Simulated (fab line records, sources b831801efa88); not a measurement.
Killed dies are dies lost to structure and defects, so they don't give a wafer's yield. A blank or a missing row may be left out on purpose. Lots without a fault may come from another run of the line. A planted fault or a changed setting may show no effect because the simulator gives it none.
Which tool did it? | flow gf180mcu | 24 lots, 72 wafers sampled, at 6 steps of a route of 602

WHAT THE GAUGES READ, wafer by wafer
GF_V3_THK_MEAS_03. Usual: V3_CVD_02_THK 854 nm, standard deviation 10.
lot  | measured     | on            | V3_CVD_02_THK (nm) | flag
L074 | day 21 17:02 | film_metro-03 | 869 860 849        |
L075 | day 21 19:35 | film_metro-03 | 850 858 866        |
L077 | day 22 19:26 | film_metro-02 | 844 861 874        |
L076 | day 22 20:04 | film_metro-01 | 836 852 858        |
L078 | day 22 22:14 | film_metro-03 | 856 870 862        |
L079 | day 23 14:57 | film_metro-01 | 832 838 844        |
L080 | day 23 17:07 | film_metro-03 | 842 849 872        |
L081 | day 24 04:11 | film_metro-03 | 849 841 852        |
L082 | day 24 08:12 | film_metro-03 | 843 854 862        |
L083 | day 24 15:45 | film_metro-03 | 850 851 857        |
L084 | day 24 21:28 | film_metro-02 | 857 872 865        |
L085 | day 25 10:43 | film_metro-02 | 855 861 859        |
L086 | day 25 13:45 | film_metro-02 | 844 858 862        |
L087 | day 26 00:27 | film_metro-02 | 844 859 867        |
L088 | day 26 08:28 | film_metro-01 | 846 842 847        |
L089 | day 26 10:01 | film_metro-01 | 859 833 864        |
L090 | day 26 19:28 | film_metro-02 | 844 861 864        |
L091 | day 27 02:34 | film_metro-02 | 833 861 850        |
L092 | day 27 14:22 | film_metro-01 | 849 876 863        |
L093 | day 27 18:01 | film_metro-03 | 850 865 845        |
L094 | day 28 02:52 | film_metro-02 | 848 858 861        |
L095 | day 28 09:31 | film_metro-01 | 850 867 861        |
L096 | day 28 14:34 | film_metro-02 | 853 861 862        |
L097 | day 28 21:17 | film_metro-01 | 845 850 858        |

GF_M4_THK_MEAS_06: measures by xrf. Usual: M4_ALCU_THK 442 nm, standard deviation 5.6.
lot  | measured     | on            | M4_ALCU_THK (nm) | flag
L074 | day 22 19:02 | film_metro-03 | 440 436 437      |
L075 | day 22 21:29 | film_metro-02 | 448 445 445      |
L077 | day 23 20:50 | film_metro-03 | 446 443 443      |
L076 | day 23 21:08 | film_metro-02 | 442 448 449      |
L078 | day 23 22:57 | film_metro-04 | 443 445 441      |
L079 | day 24 15:26 | film_metro-03 | 441 447 441      |
L080 | day 24 17:59 | film_metro-03 | 437 433 443      |
L081 | day 25 04:20 | film_metro-03 | 434 435 439      |
L082 | day 25 09:02 | film_metro-02 | 434 442 440      |
L083 | day 25 15:50 | film_metro-04 | 438 445 450      |
L084 | day 25 20:56 | film_metro-02 | 451 451 443      |
L085 | day 26 09:42 | film_metro-03 | 446 436 453      |
L086 | day 26 12:28 | film_metro-02 | 452 442 449      |
L087 | day 26 23:38 | film_metro-04 | 433 436 438      |
L088 | day 27 07:37 | film_metro-03 | 447 446 454      |
L089 | day 27 08:50 | film_metro-02 | 451 450 447      |
L090 | day 27 17:59 | film_metro-04 | 438 435 438      |
L091 | day 28 00:44 | film_metro-04 | 449 445 443      |
L092 | day 28 12:53 | film_metro-03 | 433 443 436      |
L093 | day 28 15:51 | film_metro-04 | 448 443 446      |
L094 | day 29 00:19 | film_metro-03 | 434 431 430      |
L095 | day 29 07:43 | film_metro-02 | 450 450 448      |
L096 | day 29 12:17 | film_metro-03 | 437 442 443      |
L097 | day 29 18:39 | film_metro-03 | 446 443 449      |

GF_V4_CD_MEAS_14: target cd 260 nm. Usual: cd_nm 259.9 nm, standard deviation 1.1.
lot  | measured     | on        | cd_nm (nm)        | flag
L074 | day 24 18:04 | cd_sem-02 | 259.3 260.7 259.6 |
L075 | day 24 19:13 | cd_sem-02 | 260.2 259.0 260.7 |
L077 | day 25 17:19 | cd_sem-01 | 259.0 258.9 260.4 |
L076 | day 25 18:01 | cd_sem-01 | 260.3 260.9 260.1 |
L078 | day 25 20:04 | cd_sem-01 | 261.0 259.6 260.8 |
L079 | day 26 11:22 | cd_sem-01 | 260.9 259.8 260.5 |
L080 | day 26 13:13 | cd_sem-02 | 258.2 258.8 257.4 |
L081 | day 26 23:24 | cd_sem-02 | 260.1 260.2 260.0 |
L082 | day 27 04:07 | cd_sem-02 | 260.6 260.5 259.3 |
L083 | day 27 10:16 | cd_sem-02 | 259.5 259.6 258.3 |
L084 | day 27 15:08 | cd_sem-01 | 260.1 259.6 259.9 |
L085 | day 28 03:33 | cd_sem-01 | 258.9 260.2 261.3 |
L086 | day 28 07:06 | cd_sem-01 | 259.0 261.6 259.1 |
L087 | day 28 15:49 | cd_sem-02 | 261.9 262.5 261.1 |
L088 | day 28 23:03 | cd_sem-01 | 260.9 260.8 259.9 |
L089 | day 29 01:11 | cd_sem-01 | 260.9 263.2 262.2 |
L090 | day 29 09:46 | cd_sem-02 | 260.5 260.4 261.0 |
L091 | day 29 16:06 | cd_sem-02 | 259.9 260.6 259.6 |
L092 | day 30 05:28 | cd_sem-02 | 257.7 258.7 258.9 |
L093 | day 30 07:42 | cd_sem-02 | 259.7 258.2 259.8 |
L094 | day 30 15:19 | cd_sem-01 | 259.7 258.4 260.0 |
L095 | day 30 22:22 | cd_sem-01 | 260.4 260.9 259.7 |
L096 | day 31 02:58 | cd_sem-01 | 260.3 259.7 260.1 |
L097 | day 31 07:57 | cd_sem-02 | 256.5 257.7 258.0 |

GF_TOP_METAL_CD_MEAS_14: target cd 440 nm. Usual: cd_nm 439.4 nm, standard deviation 2.3.
lot  | measured     | on        | cd_nm (nm)        | flag
L074 | day 28 09:50 | cd_sem-01 | 442.8 441.3 442.4 |
L075 | day 28 11:22 | cd_sem-02 | 439.1 437.8 437.6 |
L077 | day 29 07:31 | cd_sem-02 | 440.1 439.0 440.5 |
L076 | day 29 08:06 | cd_sem-02 | 442.0 440.0 441.0 |
L078 | day 29 09:25 | cd_sem-02 | 440.4 440.3 440.0 |
L079 | day 29 23:38 | cd_sem-01 | 438.0 437.8 438.2 |
L080 | day 30 01:14 | cd_sem-02 | 439.4 441.3 440.3 |
L081 | day 30 10:08 | cd_sem-01 | 439.4 439.3 438.5 |
L082 | day 30 14:22 | cd_sem-02 | 435.9 435.4 434.9 |
L083 | day 30 21:19 | cd_sem-01 | 437.9 436.3 438.2 |
L084 | day 31 00:40 | cd_sem-01 | 435.4 436.4 435.1 |
L085 | day 31 10:40 | cd_sem-01 | 440.5 440.9 438.6 |
L086 | day 31 15:13 | cd_sem-01 | 441.4 442.4 442.9 |
L087 | day 31 23:22 | cd_sem-01 | 437.1 435.6 436.3 |
L088 | day 32 03:12 | cd_sem-01 | 445.3 442.7 440.3 |
L089 | day 32 06:03 | cd_sem-02 | 438.0 438.0 437.8 |
L090 | day 32 14:50 | cd_sem-02 | 438.6 440.4 439.0 |
L091 | day 32 19:16 | cd_sem-01 | 440.2 439.7 441.9 |
L092 | day 33 06:22 | cd_sem-02 | 438.7 438.9 437.6 |
L093 | day 33 09:43 | cd_sem-02 | 438.7 438.8 439.1 |
L094 | day 33 14:34 | cd_sem-01 | 436.2 441.3 440.3 |
L095 | day 33 21:55 | cd_sem-02 | 442.3 444.0 441.3 |
L096 | day 34 01:32 | cd_sem-01 | 440.3 441.9 439.1 |
L097 | day 34 06:09 | cd_sem-02 | 434.7 437.4 439.5 |

WHICH TOOL RAN EACH LOT (tool, then ch and the chambers of the sampled wafers, then the start)
lot  | GF_M4_STRIP_17                       | GF_TOP_METAL_SPUTTER_00
L074 | plasma_asher-03 ch 0,1, day 23 18:13 | pvd_sputter-04, day 27 14:34
L075 | plasma_asher-01 ch 0,1, day 23 19:42 | pvd_sputter-01, day 27 15:28
L077 | plasma_asher-03 ch 0,1, day 24 18:42 | pvd_sputter-02, day 28 11:44
L076 | plasma_asher-01 ch 0,1, day 24 19:15 | pvd_sputter-04, day 28 12:26
L078 | plasma_asher-03 ch 0,1, day 24 22:00 | pvd_sputter-01, day 28 13:48
L079 | plasma_asher-01 ch 0,1, day 25 13:21 | pvd_sputter-02, day 29 04:32
L080 | plasma_asher-04 ch 0,1, day 25 15:37 | pvd_sputter-02, day 29 05:49
L081 | plasma_asher-04 ch 0,1, day 26 01:40 | pvd_sputter-04, day 29 14:35
L082 | plasma_asher-01 ch 0,1, day 26 06:43 | pvd_sputter-04, day 29 19:23
L083 | plasma_asher-03 ch 0,1, day 26 12:52 | pvd_sputter-01, day 30 02:41
L084 | plasma_asher-04 ch 0,1, day 26 17:11 | pvd_sputter-02, day 30 06:07
L085 | plasma_asher-01 ch 0,1, day 27 06:49 | pvd_sputter-01, day 30 16:47
L086 | plasma_asher-01 ch 0, day 27 09:11   | pvd_sputter-01, day 30 21:39
L087 | plasma_asher-04 ch 0,1, day 27 19:28 | pvd_sputter-04, day 31 06:07
L088 | plasma_asher-04 ch 0,1, day 28 02:44 | pvd_sputter-04, day 31 10:52
L089 | plasma_asher-03 ch 0,1, day 28 04:31 | pvd_sputter-01, day 31 13:22
L090 | plasma_asher-01 ch 0,1, day 28 13:10 | pvd_sputter-04, day 31 21:46
L091 | plasma_asher-04 ch 0,1, day 28 20:16 | pvd_sputter-01, day 32 02:59
L092 | plasma_asher-04 ch 0, day 29 08:31   | pvd_sputter-01, day 32 14:03
L093 | plasma_asher-04 ch 0,1, day 29 11:25 | pvd_sputter-04, day 32 17:45
L094 | plasma_asher-03 ch 0,1, day 29 19:43 | pvd_sputter-02, day 32 23:07
L095 | plasma_asher-01 ch 0,1, day 30 02:55 | pvd_sputter-04, day 33 06:49
L096 | plasma_asher-03 ch 0,1, day 30 07:39 | pvd_sputter-01, day 33 09:58
L097 | plasma_asher-01 ch 0,1, day 30 12:58 | pvd_sputter-04, day 33 14:33
- GF_M4_STRIP_17: strips in O2/N2.
- GF_TOP_METAL_SPUTTER_00: material Ti, target thk 37.5 nm, time 150 s.

WHAT THE TOOLS THEMSELVES READ (means of the sampled wafers that have a number; where no wafer has one, the mark that the record gives instead)
GF_M4_STRIP_17. Usual: drypump_motor_current_A 5.6 A, standard deviation 0.44; heater_power_w 346 W, standard deviation 23; oes_product_au 0.557 a.u., standard deviation 0.005; strip_time_to_endpoint_s 7.85 s, standard deviation 0.049.
lot  | tool            | drypump_motor_current_A (A) | heater_power_w (W) | oes_product_au (a.u.) | strip_time_to_endpoint_s (s) | flag
L074 | plasma_asher-03 | 5.8                         | 348                | 0.560                 | 7.87                         |
L075 | plasma_asher-01 | 5.8                         | 331                | 0.560                 | 7.88                         |
L077 | plasma_asher-03 | 5.8                         | 350                | 0.557                 | 7.88                         |
L076 | plasma_asher-01 | 5.8                         | 335                | 0.558                 | 7.88                         |
L078 | plasma_asher-03 | 5.9                         | 348                | 0.555                 | 7.84                         |
L079 | plasma_asher-01 | 5.8                         | 331                | 0.559                 | 7.82                         |
L080 | plasma_asher-04 | 5.1                         | 354                | 0.555                 | 7.89                         |
L081 | plasma_asher-04 | 5.1                         | 354                | 0.557                 | 7.88                         |
L082 | plasma_asher-01 | 5.6                         | 326                | 0.561                 | 7.92                         |
L083 | plasma_asher-03 | 5.8                         | 344                | 0.560                 | 7.86                         |
L084 | plasma_asher-04 | 5.1                         | 348                | 0.556                 | 7.88                         |
L085 | plasma_asher-01 | 5.8                         | 335                | 0.559                 | 7.90                         |
L086 | plasma_asher-01 | 5.3                         | 319                | 0.559                 | 7.84                         |
L087 | plasma_asher-04 | 5.4                         | 377                | 0.560                 | 7.84                         |
L088 | plasma_asher-04 | 5.4                         | 371                | 0.553                 | 7.84                         |
L089 | plasma_asher-03 | 5.8                         | 349                | 0.556                 | 7.81                         |
L090 | plasma_asher-01 | 5.6                         | 321                | 0.558                 | 7.84                         |
L091 | plasma_asher-04 | 5.1                         | 355                | 0.556                 | 7.88                         |
L092 | plasma_asher-04 | 4.8                         | 335                | 0.558                 | 7.84                         |
L093 | plasma_asher-04 | 5.4                         | 370                | 0.551                 | 7.73                         |
L094 | plasma_asher-03 | 5.9                         | 345                | 0.551                 | 7.79                         |
L095 | plasma_asher-01 | 5.8                         | 332                | 0.553                 | 7.82                         |
L096 | plasma_asher-03 | 5.9                         | 349                | 0.549                 | 7.76                         |
L097 | plasma_asher-01 | 5.6                         | 327                | 0.558                 | 7.89                         |

GF_TOP_METAL_SPUTTER_00. Usual: chamber_pressure_pa 2.000 Pa, standard deviation 0.0036; throttle_valve_pct 29.9 %, standard deviation 1.2.
lot  | tool           | chamber_pressure_pa (Pa) | throttle_valve_pct (%) | flag
L074 | pvd_sputter-04 | 1.999                    | 29.1                   |
L075 | pvd_sputter-01 | 2.008                    | 30.0                   |
L077 | pvd_sputter-02 | 2.000                    | 28.2                   |
L076 | pvd_sputter-04 | 2.000                    | 30.5                   |
L078 | pvd_sputter-01 | 2.001                    | 30.0                   |
L079 | pvd_sputter-02 | 1.998                    | 29.4                   |
L080 | pvd_sputter-02 | 1.998                    | 30.2                   |
L081 | pvd_sputter-04 | 1.999                    | 30.2                   |
L082 | pvd_sputter-04 | 2.000                    | 30.4                   |
L083 | pvd_sputter-01 | 2.006                    | 29.2                   |
L084 | pvd_sputter-02 | 2.000                    | 29.9                   |
L085 | pvd_sputter-01 | 1.998                    | 29.8                   |
L086 | pvd_sputter-01 | 1.999                    | 29.8                   |
L087 | pvd_sputter-04 | 1.999                    | 29.9                   |
L088 | pvd_sputter-04 | 1.998                    | 30.1                   |
L089 | pvd_sputter-01 | 1.998                    | 29.6                   |
L090 | pvd_sputter-04 | 2.001                    | 30.8                   |
L091 | pvd_sputter-01 | 2.004                    | 29.2                   |
L092 | pvd_sputter-01 | 1.998                    | 30.6                   |
L093 | pvd_sputter-04 | 2.002                    | 30.5                   |
L094 | pvd_sputter-02 | 1.997                    | 28.6                   |
L095 | pvd_sputter-04 | 2.006                    | 29.4                   |
L096 | pvd_sputter-01 | 1.999                    | 29.5                   |
L097 | pvd_sputter-04 | 1.995                    | 29.6                   |

THE ANSWER, worked out from the rows above alone
Rule: a lot is off if the mean of its wafers that have a number lies more than 3 standard deviations from the usual mean. A lot without any number at a reading at which 4 lots or more have one is off too. The other lots that the step has rows for count as sound. The gauges are gone through in route order, then the tools' own readings, and for those a lot's mean is taken as printed above. The first step at which some lot is off is used, and at that step the reading that is off furthest; a lot without a number counts as furthest.
No lot is off at any reading shown: from this, nothing can be told.

WHAT THE SIMULATOR HAD PUT IN
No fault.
